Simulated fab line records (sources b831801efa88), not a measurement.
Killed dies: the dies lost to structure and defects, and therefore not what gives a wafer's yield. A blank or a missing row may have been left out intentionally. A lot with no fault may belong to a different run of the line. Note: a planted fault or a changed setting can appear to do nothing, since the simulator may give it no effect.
Chamber matching -- flow gf180mcu -- GF_V3_CMP_26 on cmp-01 has 4 sister chambers
The step polishes, stops on SiO2, t overpolish 15 s, target thk 0 nm. 4 wafers are shown with their chamber, then 12 later ones without.

WAFERS, EACH WITH ITS CHAMBER
wafer,chamber,motor current A (A)
L091.5,2,9.2
L091.6,1,10.9
L092.4,0,10.9
L092.6,3,13.1

WAFERS MISSING THEIR CHAMBER
wafer,motor current A (A)
L093.1,10.6
L093.5,9.9
L093.6,11.1
L094.1,10.3
L094.3,13.3
L094.4,9.5
L095.2,12.3
L095.3,10.1
L095.6,11.6
L097.2,9.1
L097.3,9.7
L097.4,13.6

WHICH CHAMBER EACH WENT THROUGH
wafer,from the rows above,in truth
L093.1,can't be placed: 0 or 1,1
L093.5,can't be placed: 2 or 0 or 1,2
L093.6,can't be placed: 0 or 1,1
L094.1,can't be placed: 0 or 1 or 2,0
L094.3,3,3
L094.4,2,2
L095.2,can't be placed: 3 or 0 or 1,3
L095.3,can't be placed: 0 or 1 or 2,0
L095.6,can't be placed: 0 or 1 or 3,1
L097.2,2,2
L097.3,can't be placed: 2 or 0 or 1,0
L097.4,3,3
Correct placement for 4 of the 12. These rows do not allow placing 8 (true chamber among the candidates in 8). Number placed wrongly: 0.
How it was worked out, from the rows above alone: a wafer's distance from a chamber is the root of the sum, over the readings, of the square of ((its reading less the chamber's mean) divided by the reading's scatter). If the next closest chamber is less than 2 further off than the closest, the wafer can't be placed; otherwise it belongs to the closest. The mean given for a chamber averages the wafers shown for that chamber. The scatter (one wafer shown for each chamber): square how far every hidden wafer sits from the nearest shown wafer, average those squares and take the square root.
